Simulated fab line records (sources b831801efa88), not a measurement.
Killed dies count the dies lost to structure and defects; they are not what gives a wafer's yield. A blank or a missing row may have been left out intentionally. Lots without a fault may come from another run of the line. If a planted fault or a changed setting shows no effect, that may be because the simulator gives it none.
One fault through the eyes of 2 desks | flow gf180mcu | every desk sees just its own numbers, and what lay behind them comes last

AT THE TOOL OWNER'S DESK: pvd-sputter-01
The tool's own readings at GF_V4_SPUTTER_22 (material TiN, target thk 10 nm, time 40 s): means of the sampled wafers that have a number, for each lot that ran on this tool. If a lot's mean is further than 4 standard deviations from the usual mean, the lot is out of limits and carries the mark OUT (the distance appears in the brackets).
Columns: A = throttle-valve-pct at GF_V4_SPUTTER_22, usual 29.9 %
lot  | first seen here | A
L818 | day 25 06:46    | 30.6
L835 | day 30 09:07    | 31.6
This desk found nothing out of limits on any of the 2 lots.

THE METROLOGY DESK
Lot by lot, what the gauges showed, no matter which tool ran the lot: averages of those sampled wafers that carry a number. If a lot's mean is further than 4 standard deviations from the usual mean, the lot is out of limits and carries the mark OUT (the distance appears in the brackets).
Columns: A = cd-nm at GF_V4_CD_MEAS_14, usual 260.5 nm; B = V4_OVL at GF_V4_OVL_MEAS_15, usual 3 nm
lot  | first seen here | A     | B
L818 | day 25 05:53    | 258.3 | 4
L822 | day 26 06:19    | 261.4 | 7
L835 | day 30 08:16    | 258.9 | 3
L836 | day 30 15:23    | 261.7 | 0
L839 | day 31 14:37    | 259.7 | 12
This desk found nothing out of limits on any of the 5 lots.

ALL TOGETHER
Nothing out of limits was seen by the tool owner's desk.
Metrology desk: nothing out of limits seen.

WHAT THE SIMULATOR HAD INSERTED
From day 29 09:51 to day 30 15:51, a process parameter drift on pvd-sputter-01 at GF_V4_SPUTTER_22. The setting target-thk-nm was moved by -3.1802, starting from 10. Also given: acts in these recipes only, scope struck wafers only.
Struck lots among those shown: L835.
